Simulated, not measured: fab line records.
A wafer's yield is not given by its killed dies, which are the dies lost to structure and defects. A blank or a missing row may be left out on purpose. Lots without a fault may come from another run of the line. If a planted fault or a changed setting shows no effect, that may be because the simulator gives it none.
fab line records    flow gf180mcu
[record] lots = 15  wafers = 45  last_day = 34
route steps=602 shown STI@5 NWELL@52 VT_IMPLANT@121 DUAL_GATE@156
lots that met no fault: taken from a fault-free run of the same line
start_h: hours from the record's first day to the start of the lot's first wafer shown    wait_h: how many hours have passed since the lot's step before this one    " the same as in the row above    L1.1+2: a row that stands for several wafers    - either no value or no given start    * or withheld: withheld    < > ~ a bound
route shown NAME@n: a module of which the file shows steps, and the number in the route of the first    usual: average and standard deviation across the fault-free wafers    same: alike in all rows    chamber/n: place in a boat    sites: per-site readings    _std_site: the standard deviation of these    _edge_site: the outer-site mean with the inner-site mean subtracted    radius_mm: for every site, how far away it sits from the centre of the wafer    mask NAME#n: copy n    behind: the tool/chamber that last shaped the wafer    hold: the reason the lot was held/the length of the hold in hours/how it ended    device: the transistor (n, p or np) that didn't switch    end of line: the route-end tests of the same wafers    a step given without rows: its recipe and nothing more    killed: dies lost to structure and defects at the first sort, not the wafer's yield    map: dies across one wafer; x = killed, . = not, _ = none there
set.NAME: the setting that was run; set.NAME@STEP: the one run at that earlier step    model.NAME: the simulator's own value behind a step, which no gauge read
a sample of lots followed through the steps of the route, with each step as a table and each wafer as a row
services: the hour from which a tool's chamber was out of use, counted from the record's first day as start_h (under 0 if before that day), plus the number of hours and why
[[steps]]
[step GF_STI_THK_MEAS_04]
[recipe] reads = Si3N4_of_STI_CVD_03
[usual] STI_CVD_03_THK = 207.1/2
lot.wafer  tool           chamber  start_h  wait_h  STI_CVD_03_THK[nm]
L150.1     film_metro-01  -        19.04    0.0     208.8
L150.2     "              -        "        "       208.4
L150.4     "              -        "        "       210.4
L151.1     film_metro-01  -        23.56    0.0     210.2
L151.4     "              -        "        "       208.7
L151.5     "              -        "        "       209.1
L152.4     film_metro-01  -        28.59    0.0     208.1
L152.5     "              -        "        "       208.1
L152.6     "              -        "        "       207.1
L154.2     film_metro-04  -        39.90    0.0     208.1
L154.4     "              -        "        "       206.2
L154.6     "              -        "        "       209.3
L155.3     film_metro-01  -        45.40    0.0     203.7
L155.4     "              -        "        "       203.9
L155.6     "              -        "        "       204.0
L156.1     film_metro-01  -        49.12    0.0     207.3
L156.3     "              -        "        "       208.3
L156.4     "              -        "        "       207.0
L159.3     film_metro-04  -        63.58    0.0     207.5
L159.4     "              -        "        "       207.1
L159.6     "              -        "        "       205.8
L160.4     film_metro-01  -        69.68    0.0     206.8
L160.5     "              -        "        "       206.1
L160.6     "              -        "        "       205.6
L161.1     film_metro-01  -        73.56    0.0     204.5
L161.2     "              -        "        "       205.5
L161.5     "              -        "        "       205.3
L166.3     film_metro-01  -        98.58    0.0     207.3
L166.4     "              -        "        "       206.8
L166.6     "              -        "        "       207.7
L167.1     film_metro-03  -        103.95   0.0     211.2
L167.2     "              -        "        "       210.3
L167.4     "              -        "        "       209.8
L168.3     film_metro-01  -        108.58   0.0     210.5
L168.4     "              -        "        "       210.0
L168.6     "              -        "        "       208.9
L169.3     film_metro-04  -        114.29   0.0     204.2
L169.4     "              -        "        "       205.5
L169.5     "              -        "        "       205.5
L171.1     film_metro-03  -        123.89   0.0     208.6
L171.2     "              -        "        "       208.2
L171.5     "              -        "        "       207.9
L172.1     film_metro-01  -        130.80   0.0     204.4
L172.3     "              -        "        "       205.3
L172.6     "              -        "        "       204.5
[step GF_NWELL_STRIP_10]
[recipe] chemistry = O2/N2  power_w = 1400  pressure_mtorr = 1500  platen_temp_c = 250  o2_flow_sccm = 3000  n2_flow_sccm = 300  overash_fraction = 0.5
[usual] drypump_motor_current_A = 5.87/0.23  heater_power_w = 329/40  oes_product_au = 0.723/0.0043  strip_time_to_endpoint_s = 36.89/0.11
[same] overash_fraction = 0.5
lot.wafer  tool             chamber  start_h  wait_h  drypump_motor_current_A  heater_power_w  oes_product_au  rf_hours_counter_h  strip_time_to_endpoint_s
L150.1     plasma_asher-02  0        60.66    0.1     6.18                     331             0.716           39                  36.80
L150.2     "                1        "        "       5.84                     257             0.725           39                  36.85
L150.4     "                1        "        "       5.83                     261             0.724           -                   36.70
L151.1     plasma_asher-02  0        65.62    0.1     6.19                     334             0.729           40                  36.85
L151.4     "                0        "        "       6.14                     331             0.734           -                   36.81
L151.5     "                0        "        "       6.18                     331             0.721           -                   36.79
L152.4     plasma_asher-01  0        72.36    0.1     6.04                     379             0.724           -                   37.12
L152.5     "                1        "        "       5.49                     369             0.732           -                   36.99
L152.6     "                0        "        "       6.08                     382             0.725           -                   37.11
L154.2     plasma_asher-01  1        83.54    0.1     5.47                     357             0.727           44                  36.86
L154.4     "                1        "        "       5.49                     367             0.721           -                   36.88
L154.6     "                1        "        "       5.48                     352             0.720           -                   36.93
L155.3     plasma_asher-02  0        90.71    0.1     6.13                     331             0.716           -                   36.82
L155.4     "                1        "        "       5.87                     258             0.728           -                   36.83
L155.6     "                0        "        "       6.15                     334             0.718           -                   36.85
L156.1     plasma_asher-01  0        93.32    0.1     6.09                     380             0.728           45                  36.87
L156.3     "                0        "        "       6.11                     388             0.728           -                   36.82
L156.4     "                1        "        "       5.45                     357             0.716           -                   36.94
L159.3     plasma_asher-01  0        109.16   0.1     6.05                     384             0.732           -                   37.08
L159.4     "                1        "        "       5.49                     352             0.727           -                   37.04
L159.6     "                0        "        "       6.02                     386             0.721           -                   36.98
L160.4     plasma_asher-03  1        116.66   0.1     5.90                     343             0.727           -                   36.79
L160.5     "                1        "        "       5.85                     336             0.717           -                   36.79
L160.6     "                0        "        "       5.71                     329             0.721           -                   36.72
L161.1     plasma_asher-02  1        120.94   0.1     5.82                     256             0.726           0                   36.85
L161.2     "                0        "        "       6.22                     333             0.721           0                   36.89
L161.5     "                1        "        "       5.81                     253             0.721           -                   36.83
L166.3     plasma_asher-01  1        146.17   0.1     5.47                     356             0.716           -                   36.98
L166.4     "                0        "        "       6.09                     381             0.722           -                   37.00
L166.6     "                0        "        "       6.14                     386             0.713           -                   36.89
L167.1     plasma_asher-01  0        154.97   0.1     6.06                     387             0.723           52                  36.88
L167.2     "                1        "        "       5.46                     356             0.719           52                  36.83
L167.4     "                1        "        "       5.48                     353             0.728           -                   36.89
L168.3     plasma_asher-03  0        161.67   0.1     5.69                     324             0.716           -                   36.95
L168.4     "                1        "        "       5.87                     340             0.730           -                   37.11
L168.6     "                1        "        "       5.89                     336             0.720           -                   37.07
L169.3     plasma_asher-03  0        165.21   0.1     5.68                     328             0.718           -                   37.09
L169.4     "                1        "        "       5.88                     343             0.724           -                   37.00
L169.5     "                0        "        "       5.67                     326             0.725           -                   37.08
L171.1     plasma_asher-02  1        176.58   0.1     5.82                     260             0.726           6                   37.03
L171.2     "                0        "        "       6.15                     318             0.724           6                   37.14
L171.5     "                0        "        "       6.16                     329             0.729           -                   37.15
L172.1     plasma_asher-02  0        183.52   0.1     6.17                     331             0.727           7                   36.80
L172.3     "                1        "        "       5.83                     259             0.718           -                   36.79
L172.6     "                1        "        "       5.82                     251             0.718           -                   36.79
[step GF_VT_IMPLANT_STRIP_31]
[recipe] chemistry = O2/N2  power_w = 1400  pressure_mtorr = 1556  platen_temp_c = 250  o2_flow_sccm = 3000  n2_flow_sccm = 300  overash_fraction = 0.5
[usual] drypump_motor_current_A = 5.89/0.2  heater_power_w = 316/39  oes_product_au = 0.720/0.0048  strip_time_to_endpoint_s = 12.585/0.03
[same] overash_fraction = 0.5
lot.wafer  tool             chamber  start_h  wait_h  drypump_motor_current_A  heater_power_w  oes_product_au  rf_hours_counter_h  strip_time_to_endpoint_s
L150.1     plasma_asher-02  0        147.59   0.1     6.15                     330             0.717           3                   12.560
L150.2     "                1        "        "       5.85                     256             0.722           3                   12.555
L150.4     "                1        "        "       5.84                     248             0.725           -                   12.573
L151.1     plasma_asher-01  1        152.33   0.1     5.50                     358             0.717           52                  12.565
L151.4     "                0        "        "       6.04                     380             0.723           -                   12.526
L151.5     "                1        "        "       5.49                     354             0.720           -                   12.535
L152.4     plasma_asher-01  1        161.11   0.1     5.47                     349             0.722           -                   12.589
L152.5     "                1        "        "       5.48                     347             0.717           -                   12.535
L152.6     "                0        "        "       6.06                     374             0.722           -                   12.612
L154.2     plasma_asher-03  1        173.24   0.1     5.90                     341             0.717           53                  12.538
L154.4     "                1        "        "       5.91                     336             0.723           -                   12.541
L154.6     "                0        "        "       5.68                     323             0.716           -                   12.549
L155.3     plasma_asher-03  1        182.86   0.1     5.89                     349             0.720           -                   12.566
L155.4     "                0        "        "       5.68                     329             0.727           -                   12.596
L155.6     "                1        "        "       5.88                     342             0.721           -                   12.542
L156.1     plasma_asher-02  0        185.97   0.1     6.15                     326             0.717           8                   12.603
L156.3     "                1        "        "       5.86                     251             0.726           -                   12.609
L156.4     "                0        "        "       6.14                     322             0.716           -                   12.578
L159.3     plasma_asher-02  0        205.76   0.1     6.12                     331             0.716           -                   12.603
L159.4     "                1        "        "       5.82                     254             0.713           -                   12.644
L159.6     "                1        "        "       5.82                     255             0.717           -                   12.615
L160.4     plasma_asher-03  0        215.01   0.1     5.68                     331             0.712           -                   12.566
L160.5     "                0        "        "       5.67                     332             0.716           -                   12.578
L160.6     "                1        "        "       5.86                     335             0.723           -                   12.589
L161.1     plasma_asher-02  1        218.52   0.1     5.86                     254             0.727           13                  12.592
L161.2     "                0        "        "       6.15                     322             0.718           13                  12.581
L161.5     "                1        "        "       5.84                     248             0.714           -                   12.569
L166.3     plasma_asher-02  1        251.57   0.1     5.85                     254             0.715           -                   12.552
L166.4     "                0        "        "       6.14                     328             0.715           -                   12.549
L166.6     "                0        "        "       6.17                     329             0.733           -                   12.574
L167.1     plasma_asher-02  1        261.17   0.1     5.84                     257             0.718           19                  12.520
L167.2     "                0        "        "       6.16                     326             0.722           19                  12.546
L167.4     "                1        "        "       5.86                     255             0.719           -                   12.589
L168.3     plasma_asher-02  0        266.52   0.1     6.10                     323             0.713           -                   12.641
L168.4     "                1        "        "       5.87                     250             0.718           -                   12.621
L168.6     "                0        "        "       6.15                     322             0.725           -                   12.648
L169.3     plasma_asher-03  0        272.46   0.1     5.68                     334             0.723           -                   12.581
L169.4     "                1        "        "       5.87                     344             0.719           -                   12.572
L169.5     "                0        "        "       5.69                     333             0.725           -                   12.548
L171.1     plasma_asher-02  0        285.77   0.1     6.14                     326             0.720           21                  12.609
L171.2     "                1        "        "       5.83                     253             0.710           21                  12.620
L171.5     "                0        "        "       6.16                     326             0.717           -                   12.584
L172.1     plasma_asher-01  1        295.07   0.1     5.46                     356             0.725           58                  12.566
L172.3     "                0        "        "       6.05                     387             0.722           -                   12.589
L172.6     "                1        "        "       5.48                     351             0.721           -                   12.558
[step GF_DUAL_GATE_OXIDATION_15]
[recipe] temp_c = 850  ambient = O2  stabilise_s = 600  purge_s = 300  target_thk_a = 70.98  ox_time_s = 1995
[usual] ox_temp_c = 850.0/0.37  ox_temp_c_max = 853.7/0.72  purge_s = 300/0  tube_center_temp_C = 850/0.08
lot.wafer  tool        chamber  start_h  wait_h  ox_temp_c  ox_temp_c_max  purge_s  tube_center_temp_C
L150.1     furnace-01  0        183.07   0.0     850.6      854.0          300      850.02
L150.2     "           0        "        "       849.8      853.0          300      850.04
L150.4     "           0        "        "       850.1      853.1          300      850.03
L151.1     furnace-01  0        188.58   0.0     849.8      853.0          300      850.09
L151.4     "           0        "        "       850.0      853.3          300      849.87
L151.5     "           0        "        "       849.8      852.9          300      849.9
L152.4     furnace-01  0        196.62   0.0     850.1      854.5          300      849.94
L152.5     "           0        "        "       849.5      852.8          300      849.99
L152.6     "           0        "        "       850.1      853.3          300      850.16
L154.2     furnace-01  0        211.14   0.8     849.3      852.9          300      850.02
L154.4     "           0        "        "       850.3      853.4          300      849.95
L154.6     "           0        "        "       849.8      853.6          300      849.86
L155.3     furnace-01  0        219.07   0.2     850.5      854.7          300      849.97
L155.4     "           0        "        "       850.5      853.9          300      849.83
L155.6     "           0        "        "       850.1      854.2          300      849.93
L156.1     furnace-01  0        228.74   3.2     850.2      854.6          300      849.98
L156.3     "           0        "        "       849.9      853.6          300      849.92
L156.4     "           0        "        "       850.3      853.9          300      850.07
L159.3     furnace-02  -        244.64   0.3     -          -              -        -
L159.4     "           -        "        "       -          -              -        -
L159.6     "           -        "        "       -          -              -        -
L160.4     furnace-01  -        254.02   0.0     -          -              -        -
L160.5     "           -        "        "       -          -              -        -
L160.6     "           -        "        "       -          -              -        -
L161.1     furnace-01  -        257.77   0.0     -          -              -        -
L161.2     "           -        "        "       -          -              -        -
L161.5     "           -        "        "       -          -              -        -
L166.3     furnace-02  0        295.26   1.0     850.7      854.9          300      850.1
L166.4     "           0        "        "       850.9      854.1          300      849.99
L166.6     "           0        "        "       850.3      854.5          300      849.98
L167.1     furnace-01  0        305.62   0.6     849.9      853.0          300      849.92
L167.2     "           0        "        "       849.9      853.9          300      850.04
L167.4     "           0        "        "       850.3      853.6          300      850.04
L168.3     furnace-01  0        309.90   0.0     850.6      854.2          300      849.96
L168.4     "           0        "        "       849.8      853.6          300      850.01
L168.6     "           0        "        "       850.3      853.9          300      849.97
L169.3     furnace-02  0        316.62   0.5     849.8      853.8          300      850
L169.4     "           0        "        "       849.9      854.5          300      850.03
L169.5     "           0        "        "       849.6      853.2          300      850.07
L171.1     furnace-01  0        331.40   0.4     849.9      852.8          300      849.95
L171.2     "           0        "        "       849.8      852.4          300      849.99
L171.5     "           0        "        "       850.2      854.0          300      849.96
L172.1     furnace-02  0        341.51   0.9     850.0      854.0          300      850.09
L172.3     "           0        "        "       849.8      853.3          300      850.11
L172.6     "           0        "        "       849.9      853.8          300      849.96
[[services]]
tool             chamber  start_h  hours  kind
furnace-02       -        38.75    5.4    repair
furnace-01       -        56.51    2.9    pm
plasma_asher-03  -        62.03    2.8    pm
furnace-01       -        107.73   1.5    pm
plasma_asher-02  -        108.75   9.0    pm
plasma_asher-02  0        108.75   9.0    vent_cycle
plasma_asher-02  1        108.75   9.0    vent_cycle
plasma_asher-02  0        117.75   -      clean
plasma_asher-02  1        117.75   -      clean
furnace-02       -        122.25   4.3    pm
furnace-02       -        134.84   3.8    pm
plasma_asher-01  -        166.36   85.3   repair
plasma_asher-01  -        222.21   7.5    repair
furnace-01       -        222.65   2.7    pm
furnace-01       -        225.31   3.4    pm
plasma_asher-03  -        304.42   14.6   pm
[[key]]
[first_sign] step = GF_DUAL_GATE_OXIDATION_15  reading = tool_record  direction = missing
effect none on later readings
met_at GF_DUAL_GATE_OXIDATION_15
struck_lots L159,L160,L161
later_rows_left_out L159.3,L159.4,L159.6,L160.4,L160.5,L160.6,L161.1,L161.2,L161.5
sort_left_out L159.3,L159.4,L159.6,L160.4,L160.5,L160.6,L161.1,L161.2,L161.5
tester_left_out L159,L160,L161
not_acting_at GF_STI_THK_MEAS_04,GF_NWELL_STRIP_10,GF_VT_IMPLANT_STRIP_31
onset_between 228.74 244.64
[fault] kind = skipped_step_whole  tool = furnace-01,furnace-02  chamber = -  onset_h = 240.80  steps = GF_DUAL_GATE_OXIDATION_15  scope = struck_lots_only
// tester_left_out: of these lots the tester's yield and bins aren't shown, on N5 and GAA mostly nor the transistor test; their killed dies are dies lost to structure and defects alone, not to doping, threshold or leakage, so they don't give the yield
// sort_left_out: the simulated sort isn't trusted on such a fault, so these wafers' sort isn't shown, and their yield isn't known
// later_rows_left_out: the simulator's readings of these wafers behind a module that went badly wrong aren't trusted and aren't shown, but for the sort
